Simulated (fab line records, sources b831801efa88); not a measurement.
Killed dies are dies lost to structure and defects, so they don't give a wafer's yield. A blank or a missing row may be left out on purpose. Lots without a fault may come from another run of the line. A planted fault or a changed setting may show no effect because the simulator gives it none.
Which tool did it? | flow gf180mcu | 11 lots, 33 wafers sampled, at 3 steps of a route of 602

WHAT THE GAUGES READ, wafer by wafer
GF_MIM_RS_MEAS_10: measures by four-point-probe. Usual: MIM_ALCU_RS 0.1590 ohm/sq, standard deviation 0.0018.
lot  | measured     | on            | MIM_ALCU_RS (ohm/sq) | flag
L728 | day 24 08:03 | film_metro-01 | 0.1598 0.1586 0.1595 |
L730 | day 25 06:11 | film_metro-03 | 0.1597 0.1608 0.1600 |
L732 | day 25 18:19 | film_metro-02 | 0.1607 0.1625 0.1597 |
L735 | day 27 00:41 | film_metro-02 | 0.1593 0.1595 0.1591 |
L736 | day 27 06:07 | film_metro-03 | 0.1552 0.1557 0.1561 |
L737 | day 27 17:34 | film_metro-02 | 0.1584 0.1606 0.1585 |
L739 | day 28 03:00 | film_metro-03 | 0.1625 0.1633 0.1635 |
L743 | day 29 06:30 | film_metro-02 | 0.1601 0.1607 0.1590 |
L744 | day 29 13:04 | film_metro-01 | 0.1574 0.1578 0.1580 |
L745 | day 29 21:43 | film_metro-01 | 0.1570 0.1563 0.1593 |
L751 | day 31 07:54 | film_metro-02 | 0.1616 0.1575 0.1602 |

WHICH TOOL RAN EACH LOT (tool, then ch and the chambers of the sampled wafers, then the start)
lot  | GF_MIM_SPUTTER_04            | GF_MIM_SPUTTER_09
L728 | pvd_sputter-03, day 24 07:49 | pvd_sputter-02, day 24 08:01
L730 | pvd_sputter-03, day 25 05:56 | pvd_sputter-04, day 25 06:08
L732 | pvd_sputter-03, day 25 18:05 | pvd_sputter-04, day 25 18:17
L735 | pvd_sputter-03, day 27 00:24 | pvd_sputter-02, day 27 00:36
L736 | pvd_sputter-04, day 27 05:53 | pvd_sputter-03, day 27 06:05
L737 | pvd_sputter-02, day 27 17:19 | pvd_sputter-04, day 27 17:31
L739 | pvd_sputter-02, day 28 02:46 | pvd_sputter-04, day 28 02:58
L743 | pvd_sputter-04, day 29 06:15 | pvd_sputter-04, day 29 06:28
L744 | pvd_sputter-03, day 29 12:49 | pvd_sputter-02, day 29 13:02
L745 | pvd_sputter-02, day 29 21:29 | pvd_sputter-03, day 29 21:41
L751 | pvd_sputter-04, day 31 07:40 | pvd_sputter-03, day 31 07:52
- GF_MIM_SPUTTER_04: material TiN, target thk 50 nm, time 41.7 s.
- GF_MIM_SPUTTER_09: material TiN, target thk 35 nm, time 29.2 s.

WHAT THE TOOLS THEMSELVES READ (means of the sampled wafers that have a number; where no wafer has one, the mark that the record gives instead)
GF_MIM_SPUTTER_04. Usual: throttle_valve_pct 29.8 %, standard deviation 1.4.
lot  | tool           | throttle_valve_pct (%) | flag
L728 | pvd_sputter-03 | 29.0                   |
L730 | pvd_sputter-03 | 30.5                   |
L732 | pvd_sputter-03 | 29.6                   |
L735 | pvd_sputter-03 | 29.9                   |
L736 | pvd_sputter-04 | 31.0                   |
L737 | pvd_sputter-02 | 30.1                   |
L739 | pvd_sputter-02 | 29.9                   |
L743 | pvd_sputter-04 | 29.3                   |
L744 | pvd_sputter-03 | 30.2                   |
L745 | pvd_sputter-02 | 29.9                   |
L751 | pvd_sputter-04 | 30.3                   |

GF_MIM_SPUTTER_09. Usual: throttle_valve_pct 29.8 %, standard deviation 1.5.
lot  | tool           | throttle_valve_pct (%) | flag
L728 | pvd_sputter-02 | 29.8                   |
L730 | pvd_sputter-04 | 30.9                   |
L732 | pvd_sputter-04 | 28.5                   |
L735 | pvd_sputter-02 | 30.0                   |
L736 | pvd_sputter-03 | 29.4                   |
L737 | pvd_sputter-04 | 28.3                   |
L739 | pvd_sputter-04 | 28.5                   |
L743 | pvd_sputter-04 | 29.3                   |
L744 | pvd_sputter-02 | 30.1                   |
L745 | pvd_sputter-03 | 30.0                   |
L751 | pvd_sputter-03 | 29.6                   |

THE ANSWER, worked out from the rows above alone
Rule: a lot is off if the mean of its wafers that have a number lies more than 3 standard deviations from the usual mean. A lot without any number at a reading at which 4 lots or more have one is off too. The other lots that the step has rows for count as sound. The gauges are gone through in route order, then the tools' own readings, and for those a lot's mean is taken as printed above. The first step at which some lot is off is used, and at that step the reading that is off furthest; a lot without a number counts as furthest.
No lot is off at any reading shown: from this, nothing can be told.

WHAT THE SIMULATOR HAD PUT IN
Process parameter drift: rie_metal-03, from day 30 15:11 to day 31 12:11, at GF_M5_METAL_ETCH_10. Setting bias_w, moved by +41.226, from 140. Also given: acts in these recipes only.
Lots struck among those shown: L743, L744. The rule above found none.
